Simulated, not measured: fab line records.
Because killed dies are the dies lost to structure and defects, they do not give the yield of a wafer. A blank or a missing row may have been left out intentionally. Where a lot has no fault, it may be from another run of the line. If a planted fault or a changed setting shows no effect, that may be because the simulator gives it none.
A struck lot beside a sound one	flow sky130	21 steps out of a route of 708
Sound: the wafers L381.1, L381.2, L381.5. Wafers struck: L392.1, L392.3, L392.4. The cause is given at the end.
Each step with rows lists, per side, the tool, then ch with its chambers, then its first start. Under that, the readings that differ: sound wafers	struck wafers	difference of the means	sigmas: that difference in standard deviations of wafers without a fault.
alike: same words and numbers on both sides, and readings whose means sit less than 2 such deviations apart. not compared: any withheld reading, any reading some wafer has no value for, any bound like >300 that may hide the same value, and any number with overlapping values for which the record gives no deviation.
A row with sigmas, a row that says differs or no value, or rows on one side alone: a step with any of these is where the two part. Non-overlapping numbers with no deviation appear without sigmas and do not part them. Lack of a reading on every wafer of one side parts them only where that side has two or more wafers.

SKY_METAL5_DESCUM_14: chemistry O2, time 11 s.
  sound on rie-metal-04 ch 0,1, day 46 19:52; struck on rie-metal-03 ch 0,1, day 49 11:58
  alike: drypump-motor-current-A, he-backside-leak-sccm, oes-product-au
  not compared: rf-hours-counter-h
SKY_METAL5_METAL_ETCH_15: etches the open film in Cl2/BCl3, stops on SiO2, target depth 1260 nm, time 252 s.
  sound on rie-metal-04 ch 0,1, day 46 19:53; struck on rie-metal-03 ch 0,1, day 49 11:59
  alike: drypump-motor-current-A, he-backside-leak-sccm, mfc-cl2-sccm, oes-product-au, throttle-valve-pct
  not compared: rf-hours-counter-h
SKY_METAL5_STRIP_16: strips in O2/N2.
  sound on plasma-asher-02 ch 0,1, day 46 20:08; struck on plasma-asher-02 ch 0,1, day 49 12:14
  alike: drypump-motor-current-A, oes-product-au, strip-time-to-endpoint-s
  not compared: rf-hours-counter-h
then, 3 steps without rows for these wafers: SKY_METAL5_STRIP_17 (strips in post etch residue remover, time 1200 s); SKY_METAL5_CLEAN_18 (cleans in IPA, time 180 s); SKY_METAL5_CLEAN_19 (cleans in O3/DIW).
SKY_PASSIVATION_CVD_00: deposits SiO2, target thk 90 nm.
  sound on pecvd-04 ch 0,1,2, day 46 20:46; struck on pecvd-01 ch 0,1, day 49 13:03
  alike: heater-power-w, susceptor-temp-C
SKY_PASSIVATION_THK_MEAS_01:
  struck on film-metro-04, day 49 13:04; sound on film-metro-04, day 46 20:47
  alike: PASSIVATION_CVD_00_THK
SKY_PASSIVATION_CVD_02: deposits Si3N4, target thk 540 nm.
  sound on pecvd-01 ch 1,2, day 46 20:50; struck on pecvd-04 ch 0,1,2, day 49 13:08
  alike: heater-power-w, susceptor-temp-C
SKY_PASSIVATION_THK_MEAS_03:
  struck on film-metro-04, day 49 13:22; sound on film-metro-04, day 46 21:04
  alike: PASSIVATION_CVD_02_THK
then, 2 steps without rows for these wafers: SKY_PASSIVATION_DEHYDRATE_04 (time 60 s); SKY_PASSIVATION_HMDS_05 (prime time 60 s).
SKY_PASSIVATION_COAT_06: resist thk 3000 nm.
  sound on litho-track-02 ch 0, day 47 06:34; struck on litho-track-03 ch 0, day 49 21:20
reading	sound	struck	difference	sigmas
model.coat_of_PASSIVATION_COAT_06.thk-nm (nm)	2989 2992 2990	3081 3077 3088	+92	
then, 4 steps without rows for these wafers: SKY_PASSIVATION_SOFTBAKE_07; SKY_PASSIVATION_EXPOSE_08 (exposes mask NSM, target cd 3000 nm); SKY_PASSIVATION_PEB_09; SKY_PASSIVATION_DEVELOP_10 (develop time 60 s).
SKY_PASSIVATION_ETCH_11: etches the open film in CF4/O2, stops on AlCu, target depth 725 nm, time 161.1 s.
  sound on rie-diel-03 ch 0,1,3, day 47 17:08; struck on rie-diel-03 ch 0,1,2, day 50 05:46
reading	sound	struck	difference	sigmas
model.coat_of_PASSIVATION_COAT_06.thk-nm (nm)	2502 2514 2505	2601 2592 2605	+92	
  alike: drypump-motor-current-A, oes-product-au, throttle-valve-pct
  not compared: rf-hours-counter-h
SKY_PASSIVATION_STRIP_12: strips in O2/N2.
  sound on plasma-asher-03 ch 0,1, day 47 17:14; struck on plasma-asher-03 ch 0,1, day 50 05:52
reading	sound	struck	difference	sigmas
strip-time-to-endpoint-s (s)	31.35 31.47 31.38	32.50 32.38 32.54	+1.07	+9
  alike: drypump-motor-current-A, oes-product-au
  not compared: rf-hours-counter-h
then, 1 step without rows for these wafers: SKY_PAD_OPEN_DEHYDRATE_00 (time 60 s).
SKY_PAD_OPEN_PROBE_99:
  struck on prober-01, day 51 00:11; sound on prober-02, day 48 15:04
  alike: defect-limited-yield, killed_at_M0_to_M3, killed_at_M4_up, killed-at-contacts, killed-at-front-end, killed-at-other, killed-dies, killed-open, killed-short, sort_bin_3_pad_short, sort_bin_5_function, sort_bin_6_memory, sort-n-pass, sort-yield-pct

WHERE THEY PART
Only at SKY_PASSIVATION_STRIP_12, as far as this record shows. Later steps at which nothing parts them and some readings are alike: SKY_PAD_OPEN_PROBE_99.

WHY: the cause the simulator had injected
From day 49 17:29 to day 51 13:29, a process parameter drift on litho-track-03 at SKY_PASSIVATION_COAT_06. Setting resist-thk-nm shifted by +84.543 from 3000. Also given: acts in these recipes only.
